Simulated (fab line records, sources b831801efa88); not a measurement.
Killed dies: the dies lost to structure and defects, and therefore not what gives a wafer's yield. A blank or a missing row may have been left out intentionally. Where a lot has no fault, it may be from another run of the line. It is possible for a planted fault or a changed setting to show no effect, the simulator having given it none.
Which tool was responsible? / flow gf180mcu / Sampling: 13 lots, 39 wafers, 5 of 602 route steps

WHAT THE GAUGES READ, wafer by wafer
GF_M1_OVL_MEAS_15. Usual: M1_OVL gives -3 nm (standard deviation 4.6).
lot=L489; measured=day 16 19:10; on=overlay-02; M1_OVL (nm)=-4 -3 -1; flag=
lot=L490; measured=day 17 09:56; on=overlay-01; M1_OVL (nm)=-5 0 -4; flag=
lot=L492; measured=day 17 19:53; on=overlay-01; M1_OVL (nm)=4 5 2; flag=
lot=L491; measured=day 18 03:19; on=overlay-01; M1_OVL (nm)=0 -1 1; flag=
lot=L493; measured=day 18 06:51; on=overlay-02; M1_OVL (nm)=-11 -16 -6; flag=
lot=L499; measured=day 21 03:53; on=overlay-02; M1_OVL (nm)=-3 -8 -4; flag=
lot=L503; measured=day 22 04:49; on=overlay-02; M1_OVL (nm)=3 0 -2; flag=
lot=L506; measured=day 23 07:59; on=overlay-02; M1_OVL (nm)=0 -1 -10; flag=
lot=L507; measured=day 23 13:20; on=overlay-01; M1_OVL (nm)=-3 -1 -7; flag=
lot=L509; measured=day 24 10:52; on=overlay-02; M1_OVL (nm)=-6 -10 -7; flag=
lot=L510; measured=day 24 17:58; on=overlay-02; M1_OVL (nm)=0 -7 -1; flag=
lot=L511; measured=day 25 01:32; on=overlay-02; M1_OVL (nm)=-3 2 -5; flag=
lot=L512; measured=day 25 05:13; on=overlay-01; M1_OVL (nm)=-12 -5 -6; flag=

GF_V1_THK_MEAS_01. Usual: V1_CVD_00_THK gives 603 nm (standard deviation 6.6).
lot=L489; measured=day 16 19:58; on=filmMetro-01; V1_CVD_00_THK (nm)=593 593 603; flag=
lot=L490; measured=day 17 10:42; on=filmMetro-01; V1_CVD_00_THK (nm)=593 599 591; flag=
lot=L492; measured=day 17 20:40; on=filmMetro-03; V1_CVD_00_THK (nm)=602 610 589; flag=
lot=L491; measured=day 18 04:05; on=filmMetro-01; V1_CVD_00_THK (nm)=609 600 606; flag=
lot=L493; measured=day 18 07:38; on=filmMetro-01; V1_CVD_00_THK (nm)=603 597 609; flag=
lot=L499; measured=day 21 04:41; on=filmMetro-01; V1_CVD_00_THK (nm)=608 608; flag=
lot=L503; measured=day 22 05:38; on=filmMetro-03; V1_CVD_00_THK (nm)=603 614; flag=
lot=L506; measured=day 23 08:45; on=filmMetro-03; V1_CVD_00_THK (nm)=607 599 599; flag=
lot=L507; measured=day 23 14:07; on=filmMetro-04; V1_CVD_00_THK (nm)=617 597 599; flag=
lot=L509; measured=day 24 11:39; on=filmMetro-04; V1_CVD_00_THK (nm)=606 608 602; flag=
lot=L510; measured=day 24 18:46; on=filmMetro-04; V1_CVD_00_THK (nm)=611 620 613; flag=
lot=L511; measured=day 25 02:20; on=filmMetro-04; V1_CVD_00_THK (nm)=606 603 615; flag=
lot=L512; measured=day 25 06:02; on=filmMetro-03; V1_CVD_00_THK (nm)=613 600 605; flag=

EACH LOT AND THE TOOL THAT RAN IT (in order: tool; ch and the chambers of the sampled wafers; start)
lot=L489; GF_M1_SPUTTER_03=pvdSputter-01, day 15 20:34; GF_M1_METAL_ETCH_16=rieMetal-02 ch 0,1, day 16 19:12; GF_M1_STRIP_17=plasmaAsher-03 ch 0,1, day 16 19:20
lot=L490; GF_M1_SPUTTER_03=pvdSputter-02, day 16 10:44; GF_M1_METAL_ETCH_16=rieMetal-02 ch 0,1, day 17 09:59; GF_M1_STRIP_17=plasmaAsher-04 ch 0,1, day 17 10:07
lot=L492; GF_M1_SPUTTER_03=pvdSputter-03, day 16 20:52; GF_M1_METAL_ETCH_16=rieMetal-02 ch 0,1, day 17 19:55; GF_M1_STRIP_17=plasmaAsher-03 ch 0,1, day 17 20:03
lot=L491; GF_M1_SPUTTER_03=pvdSputter-01, day 17 03:59; GF_M1_METAL_ETCH_16=rieMetal-02 ch 0,1, day 18 03:21; GF_M1_STRIP_17=plasmaAsher-02 ch 0,1, day 18 03:29
lot=L493; GF_M1_SPUTTER_03=pvdSputter-03, day 17 07:06; GF_M1_METAL_ETCH_16=rieMetal-03 ch 0,1, day 18 06:55; GF_M1_STRIP_17=plasmaAsher-02 ch 0,1, day 18 07:02
lot=L499; GF_M1_SPUTTER_03=pvdSputter-03, day 20 04:09; GF_M1_METAL_ETCH_16=rieMetal-03 ch 0,1, day 21 03:55; GF_M1_STRIP_17=plasmaAsher-02 ch 0,1, day 21 04:03
lot=L503; GF_M1_SPUTTER_03=pvdSputter-03, day 21 05:31; GF_M1_METAL_ETCH_16=rieMetal-03 ch 0,1, day 22 04:53; GF_M1_STRIP_17=plasmaAsher-04 ch 0,1, day 22 05:01
lot=L506; GF_M1_SPUTTER_03=pvdSputter-03, day 22 09:14; GF_M1_METAL_ETCH_16=rieMetal-04 ch 0,1, day 23 08:01; GF_M1_STRIP_17=plasmaAsher-03 ch 0,1, day 23 08:09
lot=L507; GF_M1_SPUTTER_03=pvdSputter-01, day 22 14:51; GF_M1_METAL_ETCH_16=rieMetal-02 ch 0,1, day 23 13:22; GF_M1_STRIP_17=plasmaAsher-03 ch 0,1, day 23 13:30
lot=L509; GF_M1_SPUTTER_03=pvdSputter-03, day 23 12:24; GF_M1_METAL_ETCH_16=rieMetal-03 ch 0,1, day 24 10:56; GF_M1_STRIP_17=plasmaAsher-03 ch 0,1, day 24 11:04
lot=L510; GF_M1_SPUTTER_03=pvdSputter-03, day 23 19:40; GF_M1_METAL_ETCH_16=rieMetal-04 ch 0, day 24 18:00; GF_M1_STRIP_17=plasmaAsher-04 ch 0,1, day 24 18:08
lot=L511; GF_M1_SPUTTER_03=pvdSputter-02, day 24 03:52; GF_M1_METAL_ETCH_16=rieMetal-02 ch 0,1, day 25 01:34; GF_M1_STRIP_17=plasmaAsher-04 ch 1, day 25 01:42
lot=L512; GF_M1_SPUTTER_03=pvdSputter-01, day 24 07:07; GF_M1_METAL_ETCH_16=rieMetal-03 ch 0,1, day 25 05:17; GF_M1_STRIP_17=plasmaAsher-03 ch 0,1, day 25 05:25
- GF_M1_SPUTTER_03: material Ti, target thk 10 nm, time 6.7 s.
- GF_M1_METAL_ETCH_16: etches the open film in Cl2/BCl3, stops on SiO2, target depth 750.8 nm, time 125.1 s.
- GF_M1_STRIP_17: strips in O2/N2.

AS READ BY THE TOOLS THEMSELVES (means over the sampled wafers that have a number; for cases with no such wafer, the mark the record gives instead)
GF_M1_SPUTTER_03. Usual: throttleValvePct 30.4 %, standard deviation 1.
lot=L489; tool=pvdSputter-01; throttleValvePct (%)=31.2; flag=
lot=L490; tool=pvdSputter-02; throttleValvePct (%)=31.1; flag=
lot=L492; tool=pvdSputter-03; throttleValvePct (%)=29.7; flag=
lot=L491; tool=pvdSputter-01; throttleValvePct (%)=31.4; flag=
lot=L493; tool=pvdSputter-03; throttleValvePct (%)=29.7; flag=
lot=L499; tool=pvdSputter-03; throttleValvePct (%)=29.2; flag=
lot=L503; tool=pvdSputter-03; throttleValvePct (%)=29.8; flag=
lot=L506; tool=pvdSputter-03; throttleValvePct (%)=29.2; flag=
lot=L507; tool=pvdSputter-01; throttleValvePct (%)=31.4; flag=
lot=L509; tool=pvdSputter-03; throttleValvePct (%)=29.7; flag=
lot=L510; tool=pvdSputter-03; throttleValvePct (%)=29.1; flag=
lot=L511; tool=pvdSputter-02; throttleValvePct (%)=31.0; flag=
lot=L512; tool=pvdSputter-01; throttleValvePct (%)=31.0; flag=

GF_M1_METAL_ETCH_16. Usual: drypumpMotorCurrentA 6.1 A, standard deviation 0.37; oesProductAu 0.991 a.u., standard deviation 0.0058; throttleValvePct 28.230 %, standard deviation 0.0098.
lot=L489; tool=rieMetal-02; drypumpMotorCurrentA (A)=5.8; oesProductAu (a.u.)=0.985; throttleValvePct (%)=28.232; flag=
lot=L490; tool=rieMetal-02; drypumpMotorCurrentA (A)=5.8; oesProductAu (a.u.)=0.993; throttleValvePct (%)=28.226; flag=
lot=L492; tool=rieMetal-02; drypumpMotorCurrentA (A)=6.2; oesProductAu (a.u.)=0.987; throttleValvePct (%)=28.234; flag=
lot=L491; tool=rieMetal-02; drypumpMotorCurrentA (A)=5.8; oesProductAu (a.u.)=0.988; throttleValvePct (%)=28.233; flag=
lot=L493; tool=rieMetal-03; drypumpMotorCurrentA (A)=6.0; oesProductAu (a.u.)=0.990; throttleValvePct (%)=28.222; flag=
lot=L499; tool=rieMetal-03; drypumpMotorCurrentA (A)=5.9; oesProductAu (a.u.)=0.930; throttleValvePct (%)=28.307; flag=OFF
lot=L503; tool=rieMetal-03; drypumpMotorCurrentA (A)=6.0; oesProductAu (a.u.)=0.921; throttleValvePct (%)=28.297; flag=OFF
lot=L506; tool=rieMetal-04; drypumpMotorCurrentA (A)=6.3; oesProductAu (a.u.)=0.996; throttleValvePct (%)=28.226; flag=
lot=L507; tool=rieMetal-02; drypumpMotorCurrentA (A)=6.2; oesProductAu (a.u.)=0.992; throttleValvePct (%)=28.231; flag=
lot=L509; tool=rieMetal-03; drypumpMotorCurrentA (A)=5.9; oesProductAu (a.u.)=0.997; throttleValvePct (%)=28.229; flag=
lot=L510; tool=rieMetal-04; drypumpMotorCurrentA (A)=6.2; oesProductAu (a.u.)=0.986; throttleValvePct (%)=28.232; flag=
lot=L511; tool=rieMetal-02; drypumpMotorCurrentA (A)=5.8; oesProductAu (a.u.)=0.991; throttleValvePct (%)=28.232; flag=
lot=L512; tool=rieMetal-03; drypumpMotorCurrentA (A)=6.0; oesProductAu (a.u.)=0.999; throttleValvePct (%)=28.227; flag=

GF_M1_STRIP_17. Usual: drypumpMotorCurrentA 5.6 A, standard deviation 0.51; heaterPowerW 325 W, standard deviation 40; oesProductAu 0.537 a.u., standard deviation 0.0048; stripTimeToEndpointS 7.38 s, standard deviation 0.045.
lot=L489; tool=plasmaAsher-03; drypumpMotorCurrentA (A)=6.1; heaterPowerW (W)=317; oesProductAu (a.u.)=0.537; stripTimeToEndpointS (s)=7.38; flag=
lot=L490; tool=plasmaAsher-04; drypumpMotorCurrentA (A)=5.1; heaterPowerW (W)=365; oesProductAu (a.u.)=0.530; stripTimeToEndpointS (s)=7.38; flag=
lot=L492; tool=plasmaAsher-03; drypumpMotorCurrentA (A)=6.1; heaterPowerW (W)=324; oesProductAu (a.u.)=0.538; stripTimeToEndpointS (s)=7.42; flag=
lot=L491; tool=plasmaAsher-02; drypumpMotorCurrentA (A)=5.1; heaterPowerW (W)=293; oesProductAu (a.u.)=0.539; stripTimeToEndpointS (s)=7.39; flag=
lot=L493; tool=plasmaAsher-02; drypumpMotorCurrentA (A)=5.2; heaterPowerW (W)=294; oesProductAu (a.u.)=0.531; stripTimeToEndpointS (s)=7.37; flag=
lot=L499; tool=plasmaAsher-02; drypumpMotorCurrentA (A)=5.4; heaterPowerW (W)=278; oesProductAu (a.u.)=0.556; stripTimeToEndpointS (s)=7.71; flag=OFF
lot=L503; tool=plasmaAsher-04; drypumpMotorCurrentA (A)=5.2; heaterPowerW (W)=345; oesProductAu (a.u.)=0.554; stripTimeToEndpointS (s)=7.76; flag=OFF
lot=L506; tool=plasmaAsher-03; drypumpMotorCurrentA (A)=6.1; heaterPowerW (W)=338; oesProductAu (a.u.)=0.537; stripTimeToEndpointS (s)=7.43; flag=
lot=L507; tool=plasmaAsher-03; drypumpMotorCurrentA (A)=6.1; heaterPowerW (W)=343; oesProductAu (a.u.)=0.537; stripTimeToEndpointS (s)=7.36; flag=
lot=L509; tool=plasmaAsher-03; drypumpMotorCurrentA (A)=6.1; heaterPowerW (W)=319; oesProductAu (a.u.)=0.540; stripTimeToEndpointS (s)=7.37; flag=
lot=L510; tool=plasmaAsher-04; drypumpMotorCurrentA (A)=5.1; heaterPowerW (W)=368; oesProductAu (a.u.)=0.541; stripTimeToEndpointS (s)=7.40; flag=
lot=L511; tool=plasmaAsher-04; drypumpMotorCurrentA (A)=5.4; heaterPowerW (W)=331; oesProductAu (a.u.)=0.536; stripTimeToEndpointS (s)=7.33; flag=
lot=L512; tool=plasmaAsher-03; drypumpMotorCurrentA (A)=6.1; heaterPowerW (W)=324; oesProductAu (a.u.)=0.534; stripTimeToEndpointS (s)=7.37; flag=

THE ANSWER, worked out from the rows above alone
Rule: a lot is off if the mean of its wafers that have a number lies more than 3 standard deviations from the usual mean. A lot without any number at a reading at which 4 lots or more have one is off too. The other lots that the step has rows for count as sound. Order of review: gauges by route order, followed by the tools' own readings, for which a lot's mean as printed above is used. At the first step where some lot is off, the reading lying furthest off is the one used; lots without a number count as furthest.
Off: L499, L503, at GF_M1_METAL_ETCH_16 (oesProductAu).
A tool fits if, at that step or a process step before it, it ran every lot that is off, and no sound lot after the first of them. No candidate that was tried fits.

WHAT HAD BEEN PUT IN BY THE SIMULATOR
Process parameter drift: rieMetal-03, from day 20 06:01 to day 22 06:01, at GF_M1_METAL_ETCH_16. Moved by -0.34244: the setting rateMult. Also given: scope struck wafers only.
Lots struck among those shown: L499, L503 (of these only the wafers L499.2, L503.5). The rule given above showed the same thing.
